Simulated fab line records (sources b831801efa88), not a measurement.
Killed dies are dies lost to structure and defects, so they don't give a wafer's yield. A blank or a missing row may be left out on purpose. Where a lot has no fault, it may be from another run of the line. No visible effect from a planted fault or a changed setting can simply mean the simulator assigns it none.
fab line records	flow sky130
[record] lots = 12	wafers = 36	last-day = 49
route steps=708 shown METAL2@501 VIA2@519 METAL3@533 CAPM@541 PAD_OPEN@708
lots that met no fault: taken from a fault-free run of the same line
start-h: hours from the record's opening day to when the first of the lot's shown wafers began	wait-h: time in hours since the lot's previous step	" repeats the value in the row above	L1.1+2: a single row standing in for several wafers	- no value present, or no start provided	* or withheld: withheld	< > ~ a bound
route shown NAME@n: NAME is a module with steps in the file, n the number in the route of the first one	usual: mean and standard deviation over wafers with no fault	same: alike in all rows	chamber/n: place in a boat	sites: per-site readings	_std_site: the standard deviation of these	_edge_site: the outer-site mean with the inner-site mean subtracted	radius-mm: how far each site lies from the wafer's centre	mask NAME#n: copy n	behind: the most recent tool/chamber to have shaped the wafer	hold: why the lot was held/for how many hours/how that ended	device: names the non-switching transistor (n, p or np)	end of line: the tests these same wafers got at the end of their route	a step with no rows: only its recipe	killed: not the wafer's yield, but the dies lost to structure and defects at the first sort	map: the dies of a wafer, with x for killed, . for not killed, _ for no die there
set.NAME: the run value of the setting; set.NAME@STEP: its run value at that earlier step	model.NAME: the simulator's own value behind a step, which no gauge read
route steps across a sampled set of lots; one table per step, one row per wafer
services: from which hour (start-h, from the record's first day; less than 0 if before it) a tool's chamber was out of use, for how many hours, and why
[[steps]]
[step SKY_METAL2_ETCH_18]
[recipe] chemistry = N2/H2	target = BARC	ion-energy-ev = 200	bias-w = 100	pressure-mtorr = 30	n2-flow-sccm = 100	h2-flow-sccm = 200	icp-w = 500	stop-on = SiO2	time-s = 45.9	target-depth-a = 600
[usual] drypump-motor-current-A = 5.8/0.45	oes-product-au = 0.855/0.005	throttle-valve-pct = 13.224/0.0083
lot.wafer	tool	chamber	start-h	wait-h	drypump-motor-current-A	oes-product-au	rf-hours-counter-h	throttle-valve-pct
L432.4	rie-metal-01	0	826.11	0.0	5.5	0.856	-	13.222
L432.5	"	0	"	"	5.4	0.850	-	13.218
L432.6	"	1	"	"	5.3	0.852	-	13.241
L433.4	rie-metal-04	1	829.68	0.1	6.0	0.862	-	13.221
L433.5	"	1	"	"	6.0	0.844	-	13.232
L433.6	"	1	"	"	6.0	0.849	-	13.228
L435.1	rie-metal-03	1	843.72	0.0	6.4	0.848	8	13.211
L435.2	"	0	"	"	5.5	0.855	13	13.222
L435.3	"	0	"	"	5.5	0.844	-	13.223
L436.1	rie-metal-01	0	846.54	0.0	5.5	0.857	14	13.209
L436.2	"	1	"	"	5.3	0.851	8	13.235
L436.4	"	1	"	"	5.3	0.854	-	13.215
L438.3	rie-metal-01	0	858.33	0.0	5.4	0.855	-	13.222
L438.4	"	1	"	"	5.3	0.847	-	13.229
L438.5	"	1	"	"	5.3	0.865	-	13.240
L440.1	rie-metal-04	0	878.61	0.0	6.3	0.858	8	13.228
L440.3	"	0	"	"	6.3	0.863	-	13.213
L440.6	"	1	"	"	6.0	0.854	-	13.229
L441.2	rie-metal-01	0	882.29	0.0	5.4	0.849	15	13.222
L441.3	"	1	"	"	5.3	0.857	-	13.227
L441.6	"	1	"	"	5.3	0.862	-	13.230
L442.1	rie-metal-04	0	884.52	0.0	6.4	0.848	9	13.218
L442.3	"	0	"	"	6.3	0.846	-	13.210
L442.6	"	1	"	"	6.0	0.850	-	13.233
L443.1	rie-metal-04	0	898.11	0.0	6.4	0.855	9	13.214
L443.2	"	1	"	"	6.0	0.850	1	13.222
L443.6	"	1	"	"	6.0	0.855	-	13.229
L444.1	rie-metal-01	1	903.32	0.0	5.3	0.859	10	13.224
L444.3	"	0	"	"	5.4	0.858	-	13.225
L444.5	"	0	"	"	5.4	0.850	-	13.221
L448.1	rie-metal-03	0	945.17	0.0	5.4	0.847	18	13.225
L448.5	"	1	"	"	6.3	0.848	-	13.214
L448.6	"	0	"	"	5.5	0.859	-	13.223
L450.1	rie-metal-03	1	957.06	0.0	6.3	0.854	14	13.224
L450.3	"	1	"	"	6.4	0.861	-	13.228
L450.4	"	0	"	"	5.5	0.856	-	13.232
[step SKY_VIA2_CD_MEAS_12]
[recipe] target-cd-nm = 200
[usual] cd-nm = 200.3/1.4
lot.wafer	tool	chamber	start-h	wait-h	cd-nm
L432.4	cd-sem-01	-	853.39	-	199.9
L432.5	"	-	"	"	198.5
L432.6	"	-	"	"	199.2
L433.4	cd-sem-02	-	856.04	-	201.0
L433.5	"	-	"	"	198.1
L433.6	"	-	"	"	198.2
L435.1	cd-sem-02	-	869.53	-	202.1
L435.2	"	-	"	"	203.7
L435.3	"	-	"	"	200.6
L436.1	cd-sem-02	-	873.23	-	200.4
L436.2	"	-	"	"	201.2
L436.4	"	-	"	"	199.9
L438.3	cd-sem-01	-	885.08	-	200.7
L438.4	"	-	"	"	201.0
L438.5	"	-	"	"	201.1
L440.1	cd-sem-02	-	904.42	-	199.8
L440.3	"	-	"	"	200.3
L440.6	"	-	"	"	199.3
L441.2	cd-sem-01	-	908.75	-	202.4
L441.3	"	-	"	"	202.3
L441.6	"	-	"	"	202.0
L442.1	cd-sem-01	-	910.94	-	199.2
L442.3	"	-	"	"	198.1
L442.6	"	-	"	"	198.5
L443.1	cd-sem-01	-	924.04	-	200.7
L443.2	"	-	"	"	200.3
L443.6	"	-	"	"	201.9
L444.1	cd-sem-02	-	929.29	-	201.1
L444.3	"	-	"	"	200.7
L444.5	"	-	"	"	201.8
L448.1	cd-sem-02	-	970.12	-	200.3
L448.5	"	-	"	"	202.0
L448.6	"	-	"	"	202.5
L450.1	cd-sem-01	-	982.69	-	200.4
L450.3	"	-	"	"	202.1
L450.4	"	-	"	"	201.3
[step SKY_METAL3_SPUTTER_01]
[recipe] material = TiN	target-thk-nm = 20	power-w = 6500	time-s = 16.7	chamber-pressure-pa = 0.4
[usual] chamber-pressure-pa = 0.3999/0.0008	throttle-valve-pct = 30.1/1.2
lot.wafer	tool	chamber	start-h	wait-h	chamber-pressure-pa	throttle-valve-pct
L432.4	pvd-sputter-04	-	855.09	0.0	0.4006	30.1
L432.5	"	-	"	"	0.3988	30.5
L432.6	"	-	"	"	0.3991	29.9
L433.4	pvd-sputter-04	-	857.52	0.0	0.4006	30.8
L433.5	"	-	"	"	0.4006	30.2
L433.6	"	-	"	"	0.4008	30.9
L435.1	pvd-sputter-03	-	871.10	0.0	0.4017	30.6
L435.2	"	-	"	"	0.3996	28.5
L435.3	"	-	"	"	0.3986	33.0
L436.1	pvd-sputter-04	-	874.80	0.0	0.3992	30.5
L436.2	"	-	"	"	0.3992	30.3
L436.4	"	-	"	"	0.4005	30.4
L438.3	pvd-sputter-03	-	886.58	0.0	0.3996	30.6
L438.4	"	-	"	"	0.4018	28.1
L438.5	"	-	"	"	0.4010	33.2
L440.1	pvd-sputter-01	-	905.97	0.0	0.4009	29.5
L440.3	"	-	"	"	0.4003	29.1
L440.6	"	-	"	"	0.4004	28.8
L441.2	pvd-sputter-03	-	910.27	0.0	0.3985	28.7
L441.3	"	-	"	"	0.3998	30.7
L441.6	"	-	"	"	0.3987	28.3
L442.1	pvd-sputter-04	-	912.48	0.0	0.3999	30.8
L442.3	"	-	"	"	0.4019	30.2
L442.6	"	-	"	"	0.4007	30.4
L443.1	pvd-sputter-04	-	925.87	0.0	0.3999	30.6
L443.2	"	-	"	"	0.3995	30.1
L443.6	"	-	"	"	0.3993	30.1
L444.1	pvd-sputter-04	-	930.87	0.0	0.3991	30.7
L444.3	"	-	"	"	0.4006	29.8
L444.5	"	-	"	"	0.4000	30.3
L448.1	pvd-sputter-04	-	971.67	0.0	0.3998	30.3
L448.5	"	-	"	"	0.4005	30.4
L448.6	"	-	"	"	0.3529	31.5
L450.1	pvd-sputter-03	-	984.28	0.0	0.4006	30.5
L450.3	"	-	"	"	0.3996	28.9
L450.4	"	-	"	"	0.3992	33.1
[step SKY_CAPM_THK_MEAS_04]
[recipe] thk-meas-gauge = xrf	reads = TiN_of_CAPM_SPUTTER_02
[usual] CAPM_TIN_THK = 202.0/2
lot.wafer	tool	chamber	start-h	wait-h	CAPM_TIN_THK[nm]
L432.4	film-metro-03	-	855.56	0.1	199.5
L432.5	"	-	"	"	198.4
L432.6	"	-	"	"	202.3
L433.4	film-metro-04	-	858.13	0.1	201.6
L433.5	"	-	"	"	203.8
L433.6	"	-	"	"	203.4
L435.1	film-metro-04	-	871.55	0.1	199.6
L435.2	"	-	"	"	200.6
L435.3	"	-	"	"	198.6
L436.1	film-metro-04	-	875.25	0.1	202.0
L436.2	"	-	"	"	201.7
L436.4	"	-	"	"	201.4
L438.3	film-metro-01	-	887.05	0.1	204.1
L438.4	"	-	"	"	204.4
L438.5	"	-	"	"	203.8
L440.1	film-metro-04	-	906.41	0.1	202.0
L440.3	"	-	"	"	202.1
L440.6	"	-	"	"	201.4
L441.2	film-metro-01	-	910.74	0.1	199.7
L441.3	"	-	"	"	196.9
L441.6	"	-	"	"	197.8
L442.1	film-metro-04	-	912.93	0.1	204.5
L442.3	"	-	"	"	205.2
L442.6	"	-	"	"	205.0
L443.1	film-metro-01	-	926.31	0.1	202.8
L443.2	"	-	"	"	203.1
L443.6	"	-	"	"	204.8
L444.1	film-metro-01	-	931.31	0.1	200.4
L444.3	"	-	"	"	202.2
L444.5	"	-	"	"	200.8
L448.1	film-metro-04	-	972.11	0.1	201.4
L448.5	"	-	"	"	202.7
L448.6	"	-	"	"	202.0
L450.1	film-metro-01	-	984.72	0.1	202.5
L450.3	"	-	"	"	202.5
L450.4	"	-	"	"	202.2
[step SKY_PAD_OPEN_PROBE_99]
[usual] defect-limited-yield = 82.5/1.8	killed_at_M0_to_M3 = 43/5.9	killed_at_M4_up = 3.3/1.9	killed-at-contacts = 24/5.6	killed-at-front-end = 15/4.1	killed-at-other = 0.4/0.66	killed-dies = 86/9	killed-open = 47/6.9	killed-short = 39/6.2	sort_bin_3_pad_short = 0.9/0.45	sort_bin_5_function = 10.3/1.4	sort_bin_6_memory = 6.3/1.2	sort-n-pass = 406/9	sort-yield-pct = 82.5/1.8
[same] gross-dies = 492	killed-at-back-side = 0	sort_bin_4_leakage[%] = 0	sort_bin_8_speed[%] = 0
lot.wafer	tool	chamber	start-h	wait-h	defect-limited-yield[%]	killed_at_M0_to_M3	killed_at_M4_up	killed-at-contacts	killed-at-front-end	killed-at-other	killed-dies	killed-open	killed-short	sort_bin_3_pad_short[%]	sort_bin_5_function[%]	sort_bin_6_memory[%]	sort-n-pass	sort-yield-pct[%]
L433.4	prober-02	-	1081.85	0.2	83.9	40	4	24	10	1	79	39	40	0.6	9.8	5.7	413	83.9
L433.5	prober-02	-	1081.90	0.2	81.9	41	4	30	14	0	89	46	42	1.0	11.6	5.5	403	81.9
L433.6	prober-02	-	1081.95	0.2	83.9	41	6	23	9	0	79	44	33	0.6	9.8	5.7	413	83.9
L440.1	prober-01	-	1120.28	0.1	80.7	49	5	21	19	1	95	40	54	2.0	12.8	4.5	397	80.7
L440.3	prober-01	-	1120.38	0.2	78.7	56	1	31	17	0	105	55	50	1.6	13.2	6.5	387	78.7
L440.6	prober-01	-	1120.53	0.2	81.1	47	3	22	21	0	93	48	45	0.8	8.5	9.6	399	81.1
L442.1	prober-01	-	1126.04	0.1	83.1	45	3	16	17	2	83	43	40	1.2	11.0	4.7	409	83.1
L442.3	prober-01	-	1126.14	0.2	83.3	42	5	23	12	0	82	47	35	0.4	8.3	7.9	410	83.3
L442.6	prober-01	-	1126.29	0.2	84.3	48	2	19	8	0	77	39	38	1.2	8.9	5.5	415	84.3
L443.1	prober-01	-	1132.15	0.1	82.9	41	3	21	19	0	84	54	30	0.6	10.6	5.9	408	82.9
L443.2	prober-01	-	1132.20	0.1	83.5	47	3	16	13	2	81	46	35	0.8	11.0	4.7	411	83.5
L443.6	prober-01	-	1132.40	0.2	80.3	46	5	33	13	0	97	55	42	1.2	9.8	8.7	395	80.3
L444.1	prober-02	-	1145.72	0.1	85.4	37	1	25	9	0	72	46	25	0	9.6	5.1	420	85.4
L444.3	prober-02	-	1145.82	0.2	81.3	39	2	39	11	1	92	45	47	1.0	11.6	6.1	400	81.3
L444.5	prober-02	-	1145.92	0.2	84.8	34	2	22	15	2	75	28	47	0.6	9.3	5.3	417	84.8
// killed by level:class
L433.4 CONTACT:geometric-particle:open=13 LOCAL_INTERCONNECT:geometric-particle:short=7 VIA1:geometric-particle:short=7 VIA3:geometric-particle:open=7 VIA2:geometric-particle:open=6 VIA1:geometric-particle:open=5 METAL2:geometric-particle:short=4 VIA2:geometric-particle:short=4
L433.5 CONTACT:geometric-particle:open=9 VIA3:geometric-particle:open=8 LI_CONTACT:geometric-particle:short=6 LI_CONTACT:geometric-particle:open=6 POLY_GATE:geometric-particle:open=5 POLY_GATE:geometric-particle:short=5 METAL1:geometric-particle:short=5 CONTACT:geometric-particle:short=5
L433.6 CONTACT:geometric-particle:open=7 LI_CONTACT:geometric-particle:open=7 VIA3:geometric-particle:open=7 VIA1:geometric-particle:open=6 VIA2:geometric-particle:open=6 LOCAL_INTERCONNECT:geometric-particle:short=5 METAL2:geometric-particle:short=4 VIA3:geometric-particle:short=4
L440.1 METAL1:geometric-particle:short=10 METAL2:geometric-particle:short=8 VIA1:geometric-particle:open=8 CONTACT:geometric-particle:open=7 FIELD_ISO:geometric-particle:short=7 CONTACT:geometric-particle:short=6 FIELD_ISO:geometric-particle:open=4 VIA3:geometric-particle:open=4
L440.3 CONTACT:geometric-particle:open=11 VIA1:geometric-particle:open=10 LI_CONTACT:geometric-particle:open=8 FIELD_ISO:geometric-particle:short=6 LOCAL_INTERCONNECT:geometric-particle:short=6 VIA3:geometric-particle:open=6 VIA3:geometric-particle:short=6 VIA2:geometric-particle:open=5
L440.6 LI_CONTACT:geometric-particle:open=8 METAL1:geometric-particle:short=8 VIA1:geometric-particle:open=8 FIELD_ISO:geometric-particle:short=7 FIELD_ISO:geometric-particle:open=5 VIA2:geometric-particle:open=5 METAL1:geometric-particle:open=4 CONTACT:geometric-particle:short=4
L442.1 VIA1:geometric-particle:open=9 VIA2:geometric-particle:open=8 POLY_GATE:geometric-particle:short=6 CONTACT:geometric-particle:open=6 VIA1:geometric-particle:short=6 METAL2:geometric-particle:short=6 VIA3:geometric-particle:open=5 FIELD_ISO:geometric-particle:open=3
L442.3 VIA2:geometric-particle:open=13 CONTACT:geometric-particle:open=8 VIA1:geometric-particle:open=8 METAL2:geometric-particle:short=6 POLY_GATE:geometric-particle:open=5 LI_CONTACT:geometric-particle:open=5 CONTACT:geometric-particle:short=5 POLY_GATE:geometric-particle:short=3
L442.6 VIA1:geometric-particle:open=11 METAL2:geometric-particle:short=9 CONTACT:geometric-particle:open=7 VIA2:geometric-particle:open=7 LI_CONTACT:geometric-particle:open=6 VIA1:geometric-particle:short=5 POLY_GATE:geometric-particle:short=4 METAL1:geometric-particle:short=4
L443.1 VIA1:geometric-particle:open=11 LI_CONTACT:geometric-particle:open=10 VIA2:geometric-particle:open=9 FIELD_ISO:geometric-particle:short=6 CONTACT:geometric-particle:open=6 POLY_GATE:geometric-particle:short=5 VIA3:geometric-particle:open=5 METAL1:geometric-particle:short=4
L443.2 VIA1:geometric-particle:open=14 VIA2:geometric-particle:open=9 LI_CONTACT:geometric-particle:open=5 LOCAL_INTERCONNECT:geometric-particle:short=5 VIA1:geometric-particle:short=5 METAL1:geometric-particle:short=4 VIA3:geometric-particle:open=4 FIELD_ISO:geometric-particle:short=3
L443.6 VIA1:geometric-particle:open=14 CONTACT:geometric-particle:open=12 CONTACT:geometric-particle:short=9 LI_CONTACT:geometric-particle:open=8 VIA3:geometric-particle:open=7 METAL2:geometric-particle:short=6 FIELD_ISO:geometric-particle:short=5 METAL1:geometric-particle:short=5
L444.1 VIA1:geometric-particle:open=11 CONTACT:geometric-particle:open=8 LI_CONTACT:geometric-particle:open=7 VIA2:geometric-particle:open=5 LOCAL_INTERCONNECT:geometric-particle:short=4 CONTACT:geometric-particle:short=4 FIELD_ISO:geometric-particle:open=3 VIA1:geometric-particle:short=3
L444.3 LI_CONTACT:geometric-particle:open=15 CONTACT:geometric-particle:open=11 METAL1:geometric-particle:short=7 VIA2:geometric-particle:open=7 METAL2:geometric-particle:short=6 LI_CONTACT:geometric-particle:short=5 CONTACT:geometric-particle:short=5 VIA1:geometric-particle:open=5
L444.5 METAL2:geometric-particle:short=9 LI_CONTACT:geometric-particle:open=7 FIELD_ISO:geometric-particle:short=6 LOCAL_INTERCONNECT:geometric-particle:short=5 VIA2:geometric-particle:open=5 LI_CONTACT:geometric-particle:short=4 METAL1:geometric-particle:short=4 VIA2:geometric-particle:short=4
[[services]]
tool	chamber	start-h	hours	kind
pvd-sputter-01	-	831.63	4.3	repair
pvd-sputter-01	-	840.94	0.5	repair
rie-metal-03	1	847.57	4.1	repair
rie-metal-04	1	849.93	-	clean
rie-metal-04	1	849.93	15.9	scheduled-down
rie-metal-04	1	849.93	15.9	vent-cycle
rie-metal-01	-	854.11	0.7	repair
pvd-sputter-03	-	855.91	0.9	repair
pvd-sputter-04	-	889.97	1.9	repair
rie-metal-03	0	891.24	5.5	repair
rie-metal-01	0	905.86	4.1	repair
rie-metal-01	-	908.66	3.4	repair
rie-metal-01	0	913.69	-	clean
rie-metal-01	0	913.69	17.4	scheduled-down
rie-metal-01	0	913.69	17.4	vent-cycle
rie-metal-04	-	944.86	15.6	pm
pvd-sputter-04	-	950.55	2.1	repair
rie-metal-01	-	952.88	0.2	repair
[[key]]
[first-sign] step = SKY_METAL3_SPUTTER_01	reading = chamber-pressure-pa	direction = down	sigmas = 58	usual = 0.3999	struck = 0.3529
effect none on later readings
met-at SKY_METAL3_SPUTTER_01
struck-lots L448
struck-wafers L448.6
not-acting-at SKY_METAL2_ETCH_18,SKY_VIA2_CD_MEAS_12,SKY_CAPM_THK_MEAS_04
onset-between 930.87 971.67
[fault] kind = process-parameter-drift	tool = pvd-sputter-04	chamber = -	onset-h = 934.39	steps = SKY_METAL3_SPUTTER_01	channel = chamber-pressure-pa	offset = -0.047028	shape = step	end-h = 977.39	acts-in = these-recipes-only	stated = 0.4	scope = struck-wafers-only
